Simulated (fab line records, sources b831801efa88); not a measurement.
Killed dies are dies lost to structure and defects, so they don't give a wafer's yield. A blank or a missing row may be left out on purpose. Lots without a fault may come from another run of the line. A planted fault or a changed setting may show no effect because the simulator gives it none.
Problem report in the 8D (eight disciplines) form, filled by code | flow gf180mcu | the parts of the form that need people (team, actions taken, sign-off) are left out

1. THE PROBLEM
rotation_deg at GF_HV_LDD_IMPLANT_36 reads a mean of 324.75 degrees on 9 wafers of 3 lots; wafers without a fault read 270.00 degrees with a standard deviation of 0.047. That is +99 or more standard deviations from the usual mean.
First seen on wafer L158.1, day 15 11:05, on implanter-02. The record holds 42 wafers of 14 lots with a number at this step. Rule for "out", or "out of limits": more than 4 standard deviations from the usual mean. The other wafers with a number count as sound.

2. WHAT IT IS AND WHAT IT IS NOT
question                    | is                     | is not
which readings at this step | rotation_deg           | beam_energy_keV
which lots                  | L158, L159, L160       | L148, L149, L150, L151, L152, L153, L154, L165, L166, L167, L169
which wafers of those lots  | all that have a number | -
read on which tools         | implanter-02           | implanter-03, implanter-04
when                        | from day 15 11:05      | up to then (21 sound wafers); but 12 sound wafers of L165, L166, L167, L169 came after

3. SUSPECTS, AND WHAT RULES EACH OUT
Counting: a tool at a process step up to the reading stays a suspect if it ran every lot that is out and no sound lot after the first of them.
- implanter-02 at GF_HV_LDD_IMPLANT_36: kept. It ran every lot that is out, first L158 (day 15 11:05), and no sound lot after that; its last sound lot up to then is L153 (day 13 22:17). Its own readings are out on those wafers: rotation_deg.
Left after counting: implanter-02 at GF_HV_LDD_IMPLANT_36.

4. THE CAUSE (what the simulator had put in)
Process parameter drift: implanter-02, from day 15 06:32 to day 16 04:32, at GF_HV_LDD_IMPLANT_36. Setting rotation_deg, moved by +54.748, from 270. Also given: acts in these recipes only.
Counting left only this tool.

5. THE CHAIN OF EFFECTS, in route order
Each row: a reading whose mean over the struck wafers that have a number lies more than 3 standard deviations from the usual. Only readings for which the record gives a usual standard deviation are gone through. hours: the time from each lot's start at the first step in this table that gives one to its start at this step, as a median over the lots. sigmas: the change in usual standard deviations.
hours | step                 | reading      | usual          | on struck wafers | change | sigmas
0     | GF_HV_LDD_IMPLANT_36 | rotation_deg | 270.00 degrees | 324.75           | +54.75 | +99 or more
The process steps in it:
- GF_HV_LDD_IMPLANT_36
Later measuring or inspecting steps at which every struck wafer that the step has a row for has a number for every such reading, and none has moved that far: GF_V1_RS_MEAS_24.

6. WHAT WOULD HAVE CAUGHT IT SOONER
In this record the first reading out of limits was taken at day 15 11:05, 5 hours after the fault began at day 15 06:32.
